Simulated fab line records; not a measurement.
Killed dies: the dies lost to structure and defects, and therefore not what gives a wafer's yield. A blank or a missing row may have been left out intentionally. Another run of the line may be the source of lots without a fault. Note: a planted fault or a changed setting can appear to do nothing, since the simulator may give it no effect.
fab line records	flow gf180mcu
record lots=6	wafers=18	last-day=34
route steps=602 shown NSD@242 PSD@248
lots with no fault: from the same line, run without faults
start-h: the number of hours between the record's first day and the start of the first shown wafer of the lot	wait-h: how many hours have passed since the lot's step before this one	" identical to the entry in the row above	L1.1+2: several wafers, shown together as one row	- value missing, or start not given	* or withheld: withheld	< > ~ a bound
route shown NAME@n: a module of which the file shows steps, and the number in the route of the first	usual: mean and standard deviation over wafers with no fault	same: alike in all rows	chamber/n: place in a boat	sites: the reading at each site	_std_site: the values' standard deviation	_edge_site: mean of outer sites minus mean of inner sites	radius-mm: for every site, how far away it sits from the centre of the wafer	mask NAME#n: copy n	behind: the most recent tool/chamber to have shaped the wafer	hold: reason for holding the lot/hours on hold/outcome of the hold	device: whichever transistor did not switch (one of n, p or np)	end of line: tests run on the same wafers once the route is complete	where a step has no rows: the recipe by itself	killed: at the first sort, the dies lost to defects and structure; wafer yield is something else	map: a wafer's dies, x killed, . not, _ none there
set.NAME: the setting the step ran with; set.NAME@STEP: the setting that earlier step ran with	model.NAME: the simulator's own value behind a step, which no gauge read
lots at selected steps of the route; one table per step, one row per wafer
services: the hour from which a tool's chamber was out of use, counted from the record's first day as start-h (under 0 if before that day), plus the number of hours and why
## steps
# step GF_NSD_CD_MEAS_07
# recipe target-cd-nm=400
# usual cd-nm=400.5/2.4
lot.wafer	tool	chamber	start-h	wait-h	cd-nm
L452.1	cd-sem-02	-	307.03	0.1	400.4
L452.2	"	-	"	"	400.7
L452.6	"	-	"	"	400.5
L458.2	cd-sem-02	-	349.47	0.1	397.5
L458.3	"	-	"	"	400.7
L458.5	"	-	"	"	401.2
L459.1	cd-sem-01	-	362.20	0.1	400.3
L459.2	"	-	"	"	397.8
L459.3	"	-	"	"	399.6
L469.1	cd-sem-02	-	445.35	0.1	398.9
L469.4	"	-	"	"	398.8
L469.5	"	-	"	"	396.5
L471.1	cd-sem-02	-	463.50	0.1	402.4
L471.2	"	-	"	"	402.1
L471.5	"	-	"	"	405.6
L474.1	cd-sem-02	-	487.43	0.1	397.7
L474.3	"	-	"	"	397.5
L474.5	"	-	"	"	401.0
# step GF_NSD_OVL_MEAS_08
# usual NSD_OVL=-0.5/1.3
lot.wafer	tool	chamber	start-h	wait-h	NSD_OVL[nm]
L452.1	overlay-01	-	307.15	0.1	-0.3
L452.2	"	-	"	"	0.1
L452.6	"	-	"	"	0.3
L458.2	overlay-02	-	349.58	0.1	-0.9
L458.3	"	-	"	"	-1.9
L458.5	"	-	"	"	-1.5
L459.1	overlay-01	-	362.32	0.1	0.5
L459.2	"	-	"	"	-0.5
L459.3	"	-	"	"	0.9
L469.1	overlay-01	-	445.47	0.1	1.2
L469.4	"	-	"	"	-0.8
L469.5	"	-	"	"	1.0
L471.1	overlay-01	-	463.62	0.1	-2.0
L471.2	"	-	"	"	-2.6
L471.5	"	-	"	"	-2.7
L474.1	overlay-01	-	487.55	0.1	-1.8
L474.3	"	-	"	"	-1.8
L474.5	"	-	"	"	-2.1
# step GF_NSD_IMPLANT_09
# recipe species=As	energy-kev=60.85	dose-cm2=4e+15	tilt-deg=7
# step GF_NSD_IMPLANT_10
# recipe species=P	energy-kev=40	dose-cm2=5e+14	tilt-deg=7
# step GF_NSD_STRIP_11
# recipe chemistry=O2/N2	power-w=1400	pressure-mtorr=1500	platen-temp-c=250	o2-flow-sccm=3000	n2-flow-sccm=300	overash-fraction=0.5
# usual drypump-motor-current-A=5.6/0.55	heater-power-w=359/40	oes-product-au=0.485/0.0042	strip-time-to-endpoint-s=23.08/0.031
lot.wafer	tool	chamber	start-h	wait-h	drypump-motor-current-A	heater-power-w	oes-product-au	rf-hours-counter-h	strip-time-to-endpoint-s
L452.1	plasma-asher-03	1	307.48	0.1	5.7	320	0.491	20	23.11
L452.2	"	0	"	"	4.7	428	0.487	20	23.10
L452.6	"	1	"	"	5.7	318	0.487	-	23.05
L458.2	plasma-asher-04	1	349.91	0.1	5.9	343	0.486	69	23.09
L458.3	"	0	"	"	5.3	327	0.488	-	23.10
L458.5	"	1	"	"	5.9	331	0.490	-	23.10
L459.1	plasma-asher-03	0	362.66	0.1	4.7	434	0.478	26	23.10
L459.2	"	1	"	"	5.7	315	0.483	26	23.06
L459.3	"	1	"	"	5.7	315	0.485	-	23.09
L469.1	plasma-asher-03	1	445.80	0.1	5.7	321	0.476	36	23.07
L469.4	"	0	"	"	4.7	434	0.486	-	23.04
L469.5	"	0	"	"	4.7	431	0.487	-	23.06
L471.1	plasma-asher-04	0	463.95	0.1	5.3	314	0.484	4	23.08
L471.2	"	1	"	"	5.9	354	0.485	4	23.09
L471.5	"	0	"	"	5.3	325	0.484	-	23.12
L474.1	plasma-asher-04	1	487.88	0.1	5.9	347	0.481	6	23.04
L474.3	"	1	"	"	5.8	344	0.488	-	23.06
L474.5	"	1	"	"	5.9	347	0.484	-	23.05
# step GF_NSD_TW_MEAS_12
# usual NSD_TW=4238/43
lot.wafer	tool	chamber	start-h	wait-h	NSD_TW
L452.1	film-metro-03	-	307.58	0.1	4292
L452.2	"	-	"	"	4305
L452.6	"	-	"	"	4335
L458.2	film-metro-02	-	350.02	0.1	4213
L458.3	"	-	"	"	4218
L458.5	"	-	"	"	4224
L459.1	film-metro-02	-	362.76	0.1	4225
L459.2	"	-	"	"	4225
L459.3	"	-	"	"	4212
L469.1	film-metro-01	-	445.90	0.1	4188
L469.4	"	-	"	"	4173
L469.5	"	-	"	"	4183
L471.1	film-metro-02	-	464.05	0.1	4216
L471.2	"	-	"	"	4217
L471.5	"	-	"	"	4230
L474.1	film-metro-01	-	487.98	0.1	4232
L474.3	"	-	"	"	4215
L474.5	"	-	"	"	4202
# step GF_PSD_DEHYDRATE_00
# recipe temp-c=200	time-s=60
# step GF_PSD_HMDS_01
# recipe prime-time-s=60	prime-temp-c=120
# step GF_PSD_COAT_02
# recipe resist=NOVOLAK	spin-rpm=3000	resist-thk-nm=1000
# step GF_PSD_SOFTBAKE_03
# recipe temp-c=90	time-s=60	resist=NOVOLAK
# step GF_PSD_EXPOSE_04
# recipe mask-id=Pplus	target-cd-nm=400	na=0.6	source-shape=conventional	sigma-outer=0.6	dose-mj=140
# step GF_PSD_PEB_05
# recipe temp-c=withheld	time-s=*	resist=NOVOLAK
# step GF_PSD_DEVELOP_06
# recipe develop-time-s=60	dev-temp-c=23
# usual chill-plate-temp-C=22.97/0.099	develop-time-s=60/0	resist-line-temp-C=23.02/0.11
lot.wafer	tool	chamber	start-h	wait-h	chill-plate-temp-C	develop-time-s	resist-line-temp-C
L452.1	litho-track-04	0	328.69	0.1	23.06	60	22.98
L452.2	"	0	"	"	22.99	60	22.87
L452.6	"	0	"	"	22.98	60	23.03
L458.2	litho-track-01	-	371.65	0.1	-	-	-
L458.3	"	-	"	"	-	-	-
L458.5	"	-	"	"	-	-	-
L459.1	litho-track-01	-	384.78	0.1	-	-	-
L459.2	"	-	"	"	-	-	-
L459.3	"	-	"	"	-	-	-
L469.1	litho-track-04	0	469.94	0.1	22.90	60	23.19
L469.4	"	0	"	"	22.93	60	23.27
L469.5	"	0	"	"	23.02	60	23.15
L471.1	litho-track-01	0	488.53	0.1	22.79	60	22.87
L471.2	"	0	"	"	22.98	60	23.05
L471.5	"	0	"	"	23.10	60	22.85
L474.1	litho-track-04	0	510.94	0.1	22.84	60	22.98
L474.3	"	0	"	"	22.86	60	23.16
L474.5	"	0	"	"	22.95	60	23.06
# step GF_PSD_CD_MEAS_07
# recipe target-cd-nm=400
# usual cd-nm=400.1/2.4
lot.wafer	tool	chamber	start-h	wait-h	cd-nm
L452.1	cd-sem-02	-	328.84	0.1	400.2
L452.2	"	-	"	"	399.4
L452.6	"	-	"	"	397.8
L458.2	cd-sem-01	-	371.80	0.1	-
L458.3	"	-	"	"	-
L458.5	"	-	"	"	-
L459.1	cd-sem-01	-	384.93	0.1	-
L459.2	"	-	"	"	-
L459.3	"	-	"	"	-
L469.1	cd-sem-02	-	470.09	0.1	398.0
L469.4	"	-	"	"	400.2
L469.5	"	-	"	"	400.3
L471.1	cd-sem-02	-	488.68	0.1	400.7
L471.2	"	-	"	"	402.6
L471.5	"	-	"	"	400.9
L474.1	cd-sem-01	-	511.09	0.1	395.3
L474.3	"	-	"	"	396.1
L474.5	"	-	"	"	396.8
## services
tool	chamber	start-h	hours	kind
plasma-asher-03	-	317.58	0.7	repair
plasma-asher-03	-	349.25	0.3	repair
plasma-asher-03	-	393.64	0.6	repair
plasma-asher-04	-	421.25	9.0	pm
plasma-asher-04	0	421.25	9.0	vent-cycle
plasma-asher-04	1	421.25	9.0	vent-cycle
plasma-asher-04	0	430.25	-	clean
plasma-asher-04	1	430.25	-	clean
## key
first-sign step=GF_PSD_DEVELOP_06	reading=tool-record	direction=missing
effect none on later readings
met-at GF_PSD_DEVELOP_06
struck-wafers L458.2,L458.3,L458.5,L459.1,L459.2,L459.3
sort-left-out L458.2,L458.3,L458.5,L459.1,L459.2,L459.3
tester-left-out L458,L459
fault kind=skipped-step-whole	tool=litho-track-01	chamber=-	onset-h=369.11	steps=GF_PSD_DEVELOP_06	scope=struck-lots-only
# tester-left-out: of these lots the tester's yield and bins aren't shown, on N5 and GAA mostly nor the transistor test; their killed dies are dies lost to structure and defects alone, not to doping, threshold or leakage, so they don't give the yield
# sort-left-out: the simulated sort isn't trusted on such a fault, so these wafers' sort isn't shown, and their yield isn't known
